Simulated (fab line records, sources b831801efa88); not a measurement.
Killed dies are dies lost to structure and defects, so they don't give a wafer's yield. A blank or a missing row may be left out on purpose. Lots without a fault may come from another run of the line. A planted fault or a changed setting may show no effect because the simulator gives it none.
A struck lot beside a sound one | flow sky130 | 32 steps out of a route of 708
Sound: wafers L676.3, L676.4, L676.6. Struck: wafers L682.2, L682.4, L682.6. The cause comes at the end.
At each step with rows: each side's tool, then ch and its chambers, then its first start. Under that, the readings that differ: sound wafers | struck wafers | difference of the means | sigmas: that difference in standard deviations of wafers without a fault.
alike: readings whose means differ by less than 2 such deviations, and words and numbers that are the same on both sides. not compared: withheld readings, readings that some wafer has no value for, bounds like >300 that may hide the same value, and numbers for which the record gives no deviation and whose values overlap.
The two part at a step that has a row with sigmas, a row that says differs or no value, or rows on one side only. Numbers that don't overlap but have no deviation are shown without sigmas and don't part them. A reading that every wafer of one side lacks parts them only if that side has two wafers or more.

SKY_CAP2M_THK_MEAS_01:
  sound on film_metro-02, day 41 22:01; struck on film_metro-02, day 43 14:15
  alike: CAP2M_CVD_00_THK
SKY_CAP2M_SPUTTER_02: material TiN, target thk 200 nm, time 166.7 s.
  sound on pvd_sputter-02, day 41 22:03; struck on pvd_sputter-02, day 43 14:18
  alike: susceptor_temp_C, throttle_valve_pct
SKY_CAP2M_RS_MEAS_03: measures by four-point-probe.
  sound on film_metro-03, day 41 22:12; struck on film_metro-04, day 43 14:25
  alike: CAP2M_TIN_RS
SKY_CAP2M_THK_MEAS_04: measures by xrf.
  sound on film_metro-03, day 41 22:18; struck on film_metro-04, day 43 14:32
  alike: CAP2M_TIN_THK
then, 7 steps without rows for these wafers: SKY_CAP2M_DEHYDRATE_05 (time 60 s); SKY_CAP2M_HMDS_06 (prime time 60 s); SKY_CAP2M_COAT_07 (resist thk 1140 nm); SKY_CAP2M_SOFTBAKE_08 (time 60 s); SKY_CAP2M_EXPOSE_09 (exposes mask CAP2M, target cd 1000 nm); SKY_CAP2M_PEB_10; SKY_CAP2M_DEVELOP_11 (develop time 60 s).
SKY_CAP2M_OVL_MEAS_12:
  sound on overlay-01, day 42 20:48; struck on overlay-02, day 44 12:57
  alike: CAP2M_OVL
SKY_CAP2M_METAL_ETCH_13: etches TiN in Cl2/BCl3, stops on SiO2, target depth 220 nm, time 62.9 s.
  sound on rie_metal-03 ch 0,1, day 42 20:51; struck on rie_metal-04 ch 0,1, day 44 12:59
  reading                                    | sound                | struck               | difference | sigmas
  oes_product_au (a.u.)                      | 0.945 0.928 0.940    | 0.911 0.906 0.912    | -0.028     | -4
  run_length_s (s)                           | 92.0 91.7 91.4       | 95.7 95.0 95.0       | +3.5       | +10
  throttle_valve_pct (%)                     | 21.902 21.911 21.896 | 21.932 21.949 21.927 | +0.033     | +3
  model.NOVOLAK_of_CAP2M_COAT_07.thk_nm (nm) | 998.8 993.1 990      | 983.6 983.1 983.8    | -10.5      |
  model.SiO2_of_CAP2M_CVD_00.thk_nm (nm)     | 15.61 15.6 16.1      | 14.6 14.85 14.83     | -1.0       |
  alike: drypump_motor_current_A
  not compared: rf_hours_counter_h
SKY_CAP2M_STRIP_14: strips in O2/N2.
  sound on plasma_asher-02 ch 0,1, day 42 20:56; struck on plasma_asher-01 ch 0, day 44 13:04
  reading                      | sound             | struck            | difference | sigmas
  strip_time_to_endpoint_s (s) | 12.73 12.65 12.62 | 12.53 12.52 12.56 | -0.13      | -3
  alike: drypump_motor_current_A, oes_product_au
  not compared: rf_hours_counter_h
then, 11 steps without rows for these wafers: SKY_CAP2M_STRIP_15 (strips in post etch residue remover, time 1200 s); SKY_CAP2M_CLEAN_16 (cleans in IPA, time 180 s); SKY_CAP2M_CLEAN_17 (cleans in O3/DIW); SKY_METAL4_DEHYDRATE_05 (time 60 s); SKY_METAL4_HMDS_06 (prime time 60 s); SKY_METAL4_COAT_07 (resist thk 60 nm); SKY_METAL4_COAT_08 (resist thk 1140 nm); SKY_METAL4_SOFTBAKE_09 (time 90 s); SKY_METAL4_EXPOSE_10 (exposes mask MM4, target cd 300 nm); SKY_METAL4_PEB_11; SKY_METAL4_DEVELOP_12 (develop time 60 s).
SKY_METAL4_CD_MEAS_13: target cd 300 nm.
  sound on cd_sem-01, day 43 21:10; struck on cd_sem-02, day 45 10:26
  alike: cd_nm
SKY_METAL4_OVL_MEAS_14:
  sound on overlay-01, day 43 21:15; struck on overlay-02, day 45 10:33
  alike: METAL4_OVL
SKY_METAL4_DESCUM_15: chemistry O2, time 8 s.
  sound on rie_metal-01 ch 0,1, day 43 21:17; struck on rie_metal-02 ch 0,1, day 45 10:35
  alike: drypump_motor_current_A, oes_product_au
  not compared: rf_hours_counter_h
SKY_METAL4_ETCH_16: etches BARC in N2/H2, stops on SiO2, time 88.2 s, target depth 60 nm.
  sound on rie_metal-01 ch 0,1, day 43 21:20; struck on rie_metal-02 ch 0,1, day 45 10:37
  alike: drypump_motor_current_A, oes_product_au, run_length_s, throttle_valve_pct
  not compared: rf_hours_counter_h
SKY_METAL4_ETCH_17: etches SiO2 in C4F8/O2/Ar, stops on TiN, time 3.9 s, target depth 15 nm.
  sound on rie_diel-01 ch 0,1, day 43 21:24; struck on rie_diel-03 ch 1,2,3, day 45 10:43
  reading                  | sound             | struck            | difference | sigmas
  oes_product_au (a.u.)    | 0.753 0.758 0.768 | 0.726 0.742 0.744 | -0.022     | -3
  model.etch.depth_nm (nm) | 15.61 15.6 16.1   | 14.6 14.85 14.83  | -1.0       |
  not compared: rf_hours_counter_h
SKY_METAL4_METAL_ETCH_18: etches the open film in Cl2/BCl3, stops on SiO2, target depth 845 nm, time 183.1 s.
  sound on rie_metal-02 ch 0,1, day 43 21:29; struck on rie_metal-01 ch 0,1, day 45 10:44
  alike: drypump_motor_current_A, oes_product_au, run_length_s, throttle_valve_pct
  not compared: rf_hours_counter_h
-- the record jumps here: 4 days lie between the struck wafers' starts before and after (it left off in module METAL4 and takes up again in module PAD_OPEN, whose first step shown is number 708 of the route) --
SKY_PAD_OPEN_PROBE_99:
  sound on prober-01, day 47 14:46; struck on prober-01, day 48 23:37
  alike: defect_limited_yield, killed_at_M0_to_M3, killed_at_M4_up, killed_at_contacts, killed_at_front_end, killed_at_other, killed_dies, killed_on_rim, killed_open, killed_short, sort_bin_3_pad_short, sort_bin_5_function, sort_bin_6_memory, sort_n_pass, sort_yield_pct

WHERE THEY PART
First at SKY_CAP2M_METAL_ETCH_13; last, within this record, at SKY_METAL4_ETCH_17. Later steps at which nothing parts them and some readings are alike: SKY_METAL4_METAL_ETCH_18, SKY_PAD_OPEN_PROBE_99.

WHY: what the simulator had put in
Process parameter drift: rie_metal-04, from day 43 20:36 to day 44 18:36, at SKY_CAP2M_METAL_ETCH_13. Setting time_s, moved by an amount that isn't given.
